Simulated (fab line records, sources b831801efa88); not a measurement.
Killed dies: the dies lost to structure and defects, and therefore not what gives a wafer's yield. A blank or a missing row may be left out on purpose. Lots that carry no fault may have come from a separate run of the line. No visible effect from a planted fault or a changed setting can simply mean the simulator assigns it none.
fab line records | flow sky130
[record] lots = 10 | wafers = 30 | last-day = 49
route steps=708 shown NWELL@81 SONOS_ONO@181 POLY_GATE@204 LDD_HVP@285
lots untouched by any fault: they come from a run of this same line in which no faults occurred
start-h: start of the lot's first displayed wafer, in hours after the record's first day | wait-h: how many hours have passed since the lot's step before this one | " as in the row above | L1.1+2: a single row standing in for several wafers | - no value, or no start given | * or withheld: withheld | < > ~ a bound
route shown NAME@n: a module of which the file shows steps, and the number in the route of the first | usual: the fault-free wafers' mean and standard deviation | same: alike in all rows | chamber/n: place in a boat | sites: each site's reading | _std_site: standard deviation of those values | _edge_site: outer sites' mean less inner sites' | radius-mm: how far each site lies from the wafer's centre | mask NAME#n: copy n | behind: the most recent tool/chamber to have shaped the wafer | hold: why the lot went on hold/how many hours it stayed there/how the hold came to an end | device: whichever transistor did not switch (one of n, p or np) | end of line: the tests these same wafers got at the end of their route | a step with no rows: only its recipe | killed: at the first sort, the dies lost to defects and structure; wafer yield is something else | map: per-die view of a wafer (x killed, . not killed, _ where there is no die)
set.NAME: setting as actually run; set.NAME@STEP: the setting as run at that earlier step | model.NAME: the simulator's own value behind a step, which no gauge read
a sample of lots followed through the steps of the route, with each step as a table and each wafer as a row
services: the hour from which a tool's chamber was out of use, counted from the record's first day as start-h (under 0 if before that day), plus the number of hours and why
[[steps]]
[step SKY_NWELL_RTA_28]
[recipe] temp-c = 1050 | time-s = 30 | idle-temp-c = 650 | ramp-up-c-per-s = 150 | ramp-down-c-per-s = 90 | ambient = N2
[usual] chamber-o2-ppm = 2.000/0.021 | lamp-power-pct = 25.31/0.057 | ramp-down-c-per-s = 90.001/0.018 | wafer_temp_C_max = 1054.9/1
lot.wafer | tool          | chamber | start-h | wait-h | chamber-o2-ppm | lamp-power-pct | ramp-down-c-per-s | wafer_temp_C_max
L194.1    | rtp-anneal-01 | 0       | 108.48  | 0.0    | 1.962          | 25.29          | 90.015            | 1055.6
L194.5    | "             | 0       | "       | "      | 2.007          | 25.23          | 90.002            | 1053.3
L194.6    | "             | 0       | "       | "      | 2.022          | 25.42          | 90.021            | 1055.1
L197.1    | rtp-anneal-01 | 0       | 130.28  | 0.0    | 2.022          | 25.34          | 90.023            | 1053.9
L197.2    | "             | 0       | "       | "      | 2.025          | 25.30          | 89.983            | 1054.0
L197.3    | "             | 0       | "       | "      | 2.006          | 25.30          | 89.983            | 1057.6
L199.1    | rtp-anneal-02 | 0       | 137.94  | 0.0    | 1.999          | 25.26          | 90.002            | 1055.1
L199.3    | "             | 0       | "       | "      | 2.009          | 25.43          | 90.000            | 1055.3
L199.6    | "             | 0       | "       | "      | 2.020          | 25.42          | 90.033            | 1055.1
L200.3    | rtp-anneal-02 | 0       | 144.76  | 0.0    | 1.982          | 25.22          | 89.986            | 1055.9
L200.4    | "             | 0       | "       | "      | 2.019          | 25.30          | 90.016            | 1054.0
L200.5    | "             | 0       | "       | "      | 2.021          | 25.26          | 89.994            | 1056.0
L202.1    | rtp-anneal-02 | 0       | 155.79  | 0.0    | 2.008          | 25.40          | 90.005            | 1054.1
L202.2    | "             | 0       | "       | "      | 1.960          | 25.32          | 89.976            | 1054.7
L202.3    | "             | 0       | "       | "      | 1.982          | 25.30          | 90.009            | 1057.3
L201.1    | rtp-anneal-01 | 0       | 157.15  | 0.0    | 1.996          | 25.33          | 90.035            | 1054.2
L201.3    | "             | 0       | "       | "      | 1.986          | 25.22          | 89.984            | 1054.2
L201.6    | "             | 0       | "       | "      | 2.032          | 25.32          | 90.009            | 1054.8
L203.4    | rtp-anneal-02 | 0       | 162.90  | 0.1    | 1.994          | 25.42          | 89.980            | 1053.4
L203.5    | "             | 0       | "       | "      | 1.985          | 25.26          | 90.016            | 1054.5
L203.6    | "             | 0       | "       | "      | 1.992          | 25.29          | 90.031            | 1056.4
L209.2    | rtp-anneal-02 | 0       | 199.08  | 0.0    | 1.958          | 25.36          | 89.999            | 1054.8
L209.3    | "             | 0       | "       | "      | 1.986          | 25.43          | 90.003            | 1054.3
L209.4    | "             | 0       | "       | "      | 1.982          | 25.25          | 90.032            | 1055.8
L210.1    | rtp-anneal-02 | 0       | 208.58  | 0.0    | 2.042          | 25.39          | 90.004            | 1054.7
L210.4    | "             | 0       | "       | "      | 2.011          | 25.35          | 90.000            | 1058.6
L210.6    | "             | 0       | "       | "      | 1.979          | 25.30          | 90.016            | 1055.4
L211.1    | rtp-anneal-01 | 0       | 209.24  | 0.0    | 1.995          | 25.31          | 89.985            | 1055.4
L211.3    | "             | 0       | "       | "      | 2.021          | 25.27          | 90.011            | 1053.9
L211.6    | "             | 0       | "       | "      | 2.030          | 25.26          | 89.967            | 1054.6
[step SKY_SONOS_ONO_CD_MEAS_13]
[recipe] target-cd-nm = 410
[usual] cd-nm = 410.0/2.3
lot.wafer | tool      | chamber | start-h | wait-h | cd-nm
L194.1    | cd-sem-02 | -       | 284.21  | 0.1    | 409.0
L194.5    | "         | -       | "       | "      | 410.3
L194.6    | "         | -       | "       | "      | 409.8
L197.1    | cd-sem-02 | -       | 311.84  | 0.1    | 409.1
L197.2    | "         | -       | "       | "      | 410.0
L197.3    | "         | -       | "       | "      | 407.4
L199.1    | cd-sem-02 | -       | 322.81  | 0.1    | 409.4
L199.3    | "         | -       | "       | "      | 409.9
L199.6    | "         | -       | "       | "      | 410.8
L200.3    | cd-sem-01 | -       | 333.48  | 0.1    | 407.8
L200.4    | "         | -       | "       | "      | 408.4
L200.5    | "         | -       | "       | "      | 407.1
L202.1    | cd-sem-01 | -       | 349.28  | 0.1    | 411.8
L202.2    | "         | -       | "       | "      | 408.7
L202.3    | "         | -       | "       | "      | 410.8
L201.1    | cd-sem-02 | -       | 349.34  | 0.1    | 403.7
L201.3    | "         | -       | "       | "      | 404.6
L201.6    | "         | -       | "       | "      | 404.6
L203.4    | cd-sem-02 | -       | 357.27  | 0.1    | 407.9
L203.5    | "         | -       | "       | "      | 408.1
L203.6    | "         | -       | "       | "      | 408.5
L209.2    | cd-sem-01 | -       | 413.55  | 0.1    | 410.6
L209.3    | "         | -       | "       | "      | 410.8
L209.4    | "         | -       | "       | "      | 411.3
L211.1    | cd-sem-01 | -       | 422.78  | 0.1    | 409.8
L211.3    | "         | -       | "       | "      | 409.3
L211.6    | "         | -       | "       | "      | 408.2
L210.1    | cd-sem-02 | -       | 423.26  | 0.1    | 410.5
L210.4    | "         | -       | "       | "      | 412.4
L210.6    | "         | -       | "       | "      | 410.0
[step SKY_POLY_GATE_CVD_00]
[recipe] material = poly-Si | target-thk-nm = 180 | temp-c = 620 | time-s = 720 | pressure-mtorr = 200
[usual] pressure-mtorr = 200.0/0.44 | spike-tc-bottom-C = 640.7/1.3 | spike-tc-centre-C = 621.3/1.1 | spike-tc-lower-C = 620.8/1.2 | spike-tc-top-C = 639.2/2.1 | spike-tc-upper-C = 619.6/1.2 | susceptor-temp-C = 619.96/0.26 | zone-power-bottom-pct = 13.42/0.12 | zone-power-centre-pct = 8.98/0.12
lot.wafer | tool     | chamber | start-h | wait-h | pressure-mtorr | spike-tc-bottom-C | spike-tc-centre-C | spike-tc-lower-C | spike-tc-top-C | spike-tc-upper-C | susceptor-temp-C | zone-power-bottom-pct | zone-power-centre-pct
L194.1    | lpcvd-01 | 0       | 315.27  | 0.0    | 199.8          | 641.8             | 620.3             | 619.4            | 638.2          | 618.4            | 619.84           | 13.36                 | 9.04
L194.5    | "        | 0       | "       | "      | 200.2          | 641.2             | 622.1             | 621.1            | 637.2          | 619.5            | 619.47           | 13.23                 | 9.02
L194.6    | "        | 0       | "       | "      | 200.3          | 642.0             | 622.4             | 618.5            | 638.6          | 619.8            | 619.83           | 13.26                 | 8.88
L197.1    | lpcvd-01 | 1       | 343.08  | 0.0    | 200.4          | 639.7             | 620.5             | 622.3            | 640.3          | 621.0            | 620.42           | 13.46                 | 8.88
L197.2    | "        | 1       | "       | "      | 200.0          | 639.0             | 621.6             | 620.4            | 641.0          | 619.5            | 619.87           | 13.40                 | 9.11
L197.3    | "        | 1       | "       | "      | 200.2          | 639.1             | 622.1             | 621.2            | 642.4          | 619.6            | 619.83           | 13.34                 | 9.11
L199.1    | lpcvd-01 | 1       | 356.51  | 0.0    | 200.1          | 639.7             | 622.5             | 621.0            | 641.9          | 619.6            | 619.81           | 13.62                 | 9.03
L199.3    | "        | 1       | "       | "      | 199.9          | 640.6             | 621.4             | 623.6            | 642.1          | 619.5            | 619.99           | 13.38                 | 8.92
L199.6    | "        | 1       | "       | "      | 200.3          | 639.6             | 620.8             | 620.3            | 640.9          | 621.4            | 619.51           | 13.54                 | 9.14
L200.3    | lpcvd-01 | 1       | 364.98  | 0.0    | 200.5          | 641.0             | 621.1             | 620.7            | 641.2          | 620.4            | 620.11           | 13.63                 | 9.13
L200.4    | "        | 1       | "       | "      | 200.0          | 640.8             | 621.2             | 620.9            | 639.9          | 620.0            | 620.19           | 13.32                 | 9.15
L200.5    | "        | 1       | "       | "      | 200.0          | 640.5             | 621.8             | 621.2            | 639.8          | 621.6            | 620.53           | 13.36                 | 9.01
L201.1    | lpcvd-01 | 1       | 382.96  | 0.0    | 200.2          | 641.0             | 622.4             | 621.7            | 642.1          | 618.9            | 620.43           | 13.35                 | 8.96
L201.3    | "        | 1       | "       | "      | 199.8          | 640.2             | 623.8             | 621.7            | 642.3          | 620.2            | 620.39           | 13.40                 | 8.94
L201.6    | "        | 1       | "       | "      | 199.4          | 641.3             | 622.2             | 621.8            | 640.9          | 621.4            | 620.27           | 13.62                 | 8.95
L202.1    | lpcvd-01 | 0       | 382.96  | 0.0    | 199.7          | 640.7             | 622.6             | 620.7            | 636.8          | 619.2            | 619.77           | 13.29                 | 8.85
L202.2    | "        | 0       | "       | "      | 199.8          | 640.0             | 618.6             | 621.1            | 637.3          | 618.6            | 619.92           | 13.48                 | 8.90
L202.3    | "        | 0       | "       | "      | 200.6          | 640.1             | 620.6             | 619.5            | 638.1          | 618.8            | 620.05           | 13.29                 | 8.68
L203.4    | lpcvd-01 | 1       | 391.47  | 0.0    | 199.9          | 642.0             | 620.3             | 622.9            | 641.6          | 620.9            | 619.86           | 13.43                 | 8.94
L203.5    | "        | 1       | "       | "      | 199.8          | 640.1             | 621.5             | 621.6            | 641.3          | 619.2            | 619.87           | 13.45                 | 9.09
L203.6    | "        | 1       | "       | "      | 200.3          | 640.5             | 623.0             | 622.2            | 639.7          | 619.0            | 620.08           | 13.41                 | 8.95
L209.2    | lpcvd-01 | 1       | 447.88  | 0.0    | 200.0          | 625.2             | 605.8             | 608.1            | 629.2          | 605.8            | 604.78           | 12.76                 | 8.56
L209.3    | "        | 1       | "       | "      | 199.4          | 624.9             | 605.6             | 606.1            | 628.4          | 606.5            | 604.87           | 12.75                 | 8.79
L209.4    | "        | 1       | "       | "      | 200.0          | 625.1             | 609.0             | 608.0            | 626.8          | 604.5            | 604.98           | 12.87                 | 8.70
L211.1    | lpcvd-01 | 0       | 458.12  | 0.0    | 200.4          | 627.2             | 606.5             | 606.1            | 621.3          | 604.8            | 605.04           | 12.97                 | 8.40
L211.3    | "        | 0       | "       | "      | 200.3          | 626.2             | 605.6             | 606.4            | 620.8          | 602.4            | 605.02           | 12.65                 | 8.54
L211.6    | "        | 0       | "       | "      | 200.2          | 626.8             | 607.8             | 604.2            | 623.2          | 604.3            | 605.03           | 12.85                 | 8.58
L210.1    | lpcvd-01 | 1       | 459.92  | 0.3    | 200.5          | 626.8             | 607.3             | 606.8            | 625.8          | 605.1            | 605.22           | 12.85                 | 8.75
L210.4    | "        | 1       | "       | "      | 200.1          | 625.3             | 608.1             | 605.2            | 627.3          | 607.0            | 605.42           | 12.69                 | 8.71
L210.6    | "        | 1       | "       | "      | 200.4          | 626.7             | 608.0             | 606.5            | 625.7          | 604.8            | 605.28           | 12.72                 | 8.57
[step SKY_POLY_GATE_THK_MEAS_01]
[recipe] reads = poly-Si_of_POLY_GATE_CVD_00
[usual] POLY_GATE_CVD_00_THK = 179.9/1.6
lot.wafer | tool          | chamber | start-h | wait-h | POLY_GATE_CVD_00_THK[nm]
L194.1    | film-metro-03 | -       | 316.47  | 0.0    | 182.3
L194.5    | "             | -       | "       | "      | 184.2
L194.6    | "             | -       | "       | "      | 183.6
L197.1    | film-metro-01 | -       | 344.28  | 0.0    | 178.3
L197.2    | "             | -       | "       | "      | 180.6
L197.3    | "             | -       | "       | "      | 180.1
L199.1    | film-metro-02 | -       | 357.71  | 0.0    | 180.9
L199.3    | "             | -       | "       | "      | 180.2
L199.6    | "             | -       | "       | "      | 179.4
L200.3    | film-metro-03 | -       | 366.20  | 0.0    | 181.7
L200.4    | "             | -       | "       | "      | 180.9
L200.5    | "             | -       | "       | "      | 178.8
L201.1    | film-metro-02 | -       | 384.16  | 0.0    | 182.5
L201.3    | "             | -       | "       | "      | 182.8
L201.6    | "             | -       | "       | "      | 181.0
L202.1    | film-metro-03 | -       | 384.16  | 0.0    | 179.0
L202.2    | "             | -       | "       | "      | 178.6
L202.3    | "             | -       | "       | "      | 179.4
L203.4    | film-metro-02 | -       | 392.70  | 0.0    | 179.9
L203.5    | "             | -       | "       | "      | 180.2
L203.6    | "             | -       | "       | "      | 180.5
L209.2    | film-metro-03 | -       | 449.09  | 0.0    | 128.9
L209.3    | "             | -       | "       | "      | 128.2
L209.4    | "             | -       | "       | "      | 127.3
L211.1    | film-metro-02 | -       | 459.92  | 0.0    | 127.5
L211.3    | "             | -       | "       | "      | 128.0
L211.6    | "             | -       | "       | "      | 127.4
L210.1    | film-metro-02 | -       | 461.72  | 0.0    | 128.2
L210.4    | "             | -       | "       | "      | 128.4
L210.6    | "             | -       | "       | "      | 128.6
[step SKY_POLY_GATE_ETCH_17]
[recipe] target-depth-nm = 180 | stop-on = SiO2 | over-etch-frac = 0.56667 | chemistry = HBr/Cl2 | target = poly-Si | icp-w = 400 | bias-w = 100 | pressure-mtorr = 10 | HBr_flow_sccm = 150 | Cl2_flow_sccm = 50 | time-s = 70.5
[usual] bias-w = 100.0/0.31 | drypump-motor-current-A = 5.6/0.41 | oes-product-au = 0.986/0.0068 | throttle-valve-pct = 33.684/0.0094
lot.wafer | tool      | chamber | start-h | wait-h | bias-w | drypump-motor-current-A | oes-product-au | rf-hours-counter-h | throttle-valve-pct
L194.1    | rie-si-01 | 3       | 374.57  | 0.0    | 99.8   | 5.3                     | 0.992          | 11                 | 33.687
L194.5    | "         | 2       | "       | "      | 100.3  | 6.4                     | 0.982          | -                  | 33.687
L194.6    | "         | 1       | "       | "      | 99.5   | 5.6                     | 0.997          | -                  | 33.683
L197.1    | rie-si-01 | 1       | 402.35  | 0.0    | 100.5  | 5.6                     | 0.981          | 12                 | 33.685
L197.2    | "         | 2       | "       | "      | 99.6   | 6.4                     | 0.974          | 3                  | 33.683
L197.3    | "         | 3       | "       | "      | 99.9   | 5.2                     | 0.982          | 11                 | 33.661
L199.1    | rie-si-02 | 1       | 420.03  | 0.0    | 99.9   | 5.3                     | 0.994          | 0                  | 33.675
L199.3    | "         | 2       | "       | "      | 99.9   | 5.2                     | 0.993          | 70                 | 33.699
L199.6    | "         | 1       | "       | "      | 100.3  | 5.3                     | 0.984          | -                  | 33.680
L200.3    | rie-si-01 | 0       | 426.02  | 0.0    | 100.3  | 6.2                     | 0.991          | 45                 | 33.674
L200.4    | "         | 3       | "       | "      | 100.4  | 5.3                     | 0.993          | 11                 | 33.680
L200.5    | "         | 1       | "       | "      | 100.0  | 5.6                     | 0.979          | -                  | 33.704
L201.1    | rie-si-02 | 3       | 447.97  | 0.0    | 100.0  | 5.6                     | 0.987          | 60                 | 33.700
L201.3    | "         | 1       | "       | "      | 99.7   | 5.3                     | 0.990          | -                  | 33.696
L201.6    | "         | 3       | "       | "      | 100.1  | 5.6                     | 0.984          | -                  | 33.688
L202.1    | rie-si-02 | 1       | 448.18  | 0.0    | 100.0  | 5.4                     | 0.993          | 1                  | 33.682
L202.2    | "         | 3       | "       | "      | 99.9   | 5.6                     | 0.980          | 60                 | 33.675
L202.3    | "         | 1       | "       | "      | 99.9   | 5.3                     | 0.985          | -                  | 33.696
L203.4    | rie-si-01 | 3       | 458.00  | 0.0    | 100.1  | 5.3                     | 0.979          | 11                 | 33.681
L203.5    | "         | 0       | "       | "      | 99.7   | 6.2                     | 0.977          | -                  | 33.684
L203.6    | "         | 1       | "       | "      | 100.0  | 5.6                     | 0.987          | -                  | 33.675
L209.2    | rie-si-01 | 2       | 511.93  | 0.0    | 100.2  | 6.3                     | 0.790          | 3                  | 33.703
L209.3    | "         | 1       | "       | "      | 100.0  | 5.6                     | 0.786          | 13                 | 33.662
L209.4    | "         | 3       | "       | "      | 100.0  | 5.2                     | 0.788          | 12                 | 33.693
L211.1    | rie-si-02 | 1       | 525.33  | 0.0    | 100.3  | 5.3                     | 0.785          | 1                  | 33.674
L211.3    | "         | 0       | "       | "      | 99.9   | 5.2                     | 0.788          | 0                  | 33.701
L211.6    | "         | 0       | "       | "      | 99.8   | 5.3                     | 0.792          | -                  | 33.695
L210.1    | rie-si-01 | 3       | 526.28  | 0.0    | 99.5   | 5.2                     | 0.787          | 12                 | 33.692
L210.4    | "         | 1       | "       | "      | 99.9   | 5.6                     | 0.788          | 13                 | 33.687
L210.6    | "         | 3       | "       | "      | 99.2   | 5.3                     | 0.796          | -                  | 33.698
[step SKY_LDD_HVP_OVL_MEAS_07]
[usual] LDD_HVP_OVL = 0.1/1.5
lot.wafer | tool       | chamber | start-h | wait-h | LDD_HVP_OVL[nm]
L194.1    | overlay-02 | -       | 502.88  | 0.1    | -0.5
L194.5    | "          | -       | "       | "      | -0.4
L194.6    | "          | -       | "       | "      | 2.6
L197.1    | overlay-02 | -       | 533.41  | 0.1    | -1.4
L197.2    | "          | -       | "       | "      | -1.2
L197.3    | "          | -       | "       | "      | -1.6
L199.1    | overlay-02 | -       | 542.86  | 0.1    | 0.1
L199.3    | "          | -       | "       | "      | 0.4
L199.6    | "          | -       | "       | "      | -0.3
L200.3    | overlay-01 | -       | 553.19  | 0.1    | 1.4
L200.4    | "          | -       | "       | "      | 1.8
L200.5    | "          | -       | "       | "      | 1.2
L201.1    | overlay-02 | -       | 572.33  | 0.1    | 0.3
L201.3    | "          | -       | "       | "      | -0.2
L201.6    | "          | -       | "       | "      | -0.3
L202.1    | overlay-02 | -       | 572.46  | 0.1    | 1.1
L202.2    | "          | -       | "       | "      | -0.9
L202.3    | "          | -       | "       | "      | 0.3
L203.4    | overlay-01 | -       | 583.76  | 0.1    | -0.8
L203.5    | "          | -       | "       | "      | -2.1
L203.6    | "          | -       | "       | "      | -1.9
L209.2    | overlay-02 | -       | 632.68  | 0.1    | -3.7
L209.3    | "          | -       | "       | "      | -3.8
L209.4    | "          | -       | "       | "      | -2.1
L211.1    | overlay-01 | -       | 644.59  | 0.1    | 0.9
L211.3    | "          | -       | "       | "      | 2.1
L211.6    | "          | -       | "       | "      | -0.6
L210.1    | overlay-02 | -       | 646.18  | 0.1    | 0.6
L210.4    | "          | -       | "       | "      | 1.7
L210.6    | "          | -       | "       | "      | 0.1
[[services]]
tool          | chamber | start-h | hours | kind
lpcvd-01      | -       | 88.12   | 6.1   | pm
rie-si-01     | 0       | 119.22  | 6.3   | repair
lpcvd-01      | -       | 121.93  | 0.8   | repair
rtp-anneal-02 | -       | 169.66  | 4.0   | pm
rie-si-02     | -       | 203.84  | 0.1   | repair
rie-si-02     | -       | 228.10  | 0.4   | repair
lpcvd-01      | -       | 298.44  | 1.4   | repair
rie-si-01     | 2       | 331.14  | 6.3   | repair
rie-si-02     | -       | 362.66  | 0.5   | repair
rie-si-02     | 1       | 371.29  | -     | clean
rie-si-02     | 1       | 371.29  | 13.1  | scheduled-down
rie-si-02     | 1       | 371.29  | 13.1  | vent-cycle
rie-si-01     | 1       | 383.06  | 2.3   | repair
lpcvd-01      | -       | 396.44  | 6.0   | pm
rie-si-02     | 0       | 423.96  | -     | clean
rie-si-01     | 0       | 432.31  | 8.3   | repair
rie-si-01     | -       | 437.97  | 0.5   | repair
rie-si-01     | -       | 447.26  | 2.8   | pm
rie-si-02     | 0       | 447.74  | 5.2   | repair
lpcvd-01      | -       | 450.03  | 2.8   | repair
rtp-anneal-01 | -       | 461.34  | 4.9   | pm
rie-si-01     | 2       | 474.63  | 4.5   | repair
rtp-anneal-01 | -       | 484.55  | 1.0   | pm
rie-si-02     | 1       | 512.69  | 8.1   | repair
[[key]]
[first-sign] step = SKY_POLY_GATE_CVD_00 | reading = susceptor-temp-C | direction = down | sigmas = 57 | usual = * | struck = *
[effect] step = SKY_POLY_GATE_CVD_00 | reading = spike-tc-centre-C | direction = down | sigmas = 13 | usual = 621.3 | struck = 607.1
[effect] step = SKY_POLY_GATE_THK_MEAS_01 | reading = POLY_GATE_CVD_00_THK | direction = down | sigmas = 32 | usual = 179.9 | struck = 128.1
[effect] step = SKY_POLY_GATE_ETCH_17 | reading = oes-product-au | direction = down | sigmas = 29 | usual = 0.986 | struck = 0.789
met-at SKY_POLY_GATE_CVD_00
struck-lots L209,L210,L211
tester-left-out L209,L210,L211
not-acting-at SKY_NWELL_RTA_28,SKY_SONOS_ONO_CD_MEAS_13,SKY_LDD_HVP_OVL_MEAS_07
onset-between 391.47 447.88
[fault] kind = process-parameter-drift | tool = lpcvd-01 | chamber = - | onset-h = 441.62 | steps = SKY_POLY_GATE_CVD_00 | channel = temp-c | offset = * | shape = step | end-h = 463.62 | stated = *
// tester-left-out: of these lots the tester's yield and bins aren't shown, on N5 and GAA mostly nor the transistor test; their killed dies are dies lost to structure and defects alone, not to doping, threshold or leakage, so they don't give the yield
